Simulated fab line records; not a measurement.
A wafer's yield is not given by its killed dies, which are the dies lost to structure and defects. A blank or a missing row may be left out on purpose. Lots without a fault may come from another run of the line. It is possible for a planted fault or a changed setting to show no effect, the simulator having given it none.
Chamber matching    flow sky130    SKY_LI_CONTACT_CMP_02 on cmp-01: 4 sister chambers
The step polishes PSG. 4 wafers are shown with their chamber, then 7 later ones without.

WAFERS PAIRED WITH THEIR CHAMBERS
wafer   chamber  motorCurrentA (A)
L672.4  2        9.4
L675.3  0        12.3
L679.3  3        12.6
L679.4  1        11.8

WAFERS WHOSE CHAMBER IS MISSING
wafer   motorCurrentA (A)
L679.6  12.9
L681.3  12.5
L681.5  9.7
L681.6  11.8
L683.1  12.3
L683.3  13.3
L683.4  13.5

EACH ONE'S CHAMBER
wafer   from the rows above           in truth
L679.6  can't be placed: 3 or 0 or 1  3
L681.3  can't be placed: 3 or 0 or 1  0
L681.5  2                             2
L681.6  can't be placed: 1 or 0 or 3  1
L683.1  can't be placed: 0 or 3 or 1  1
L683.3  can't be placed: 3 or 0 or 1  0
L683.4  can't be placed: 3 or 0 or 1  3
Placed correctly: 1 of 7. From these rows, 6 cannot be placed; in 6 the true chamber is one of the candidates. Placed wrongly: 0.
How it was worked out, from the rows above alone: a wafer's distance from a chamber is the root of the sum, over the readings, of the square of ((its reading less the chamber's mean) divided by the reading's scatter). If the next closest chamber is less than 2 further off than the closest, the wafer can't be placed; otherwise it belongs to the closest. A chamber's mean is the mean of its shown wafers. The scatter: with one shown wafer a chamber, the root of the mean of the squares of how far each hidden wafer lies from its nearest shown one.
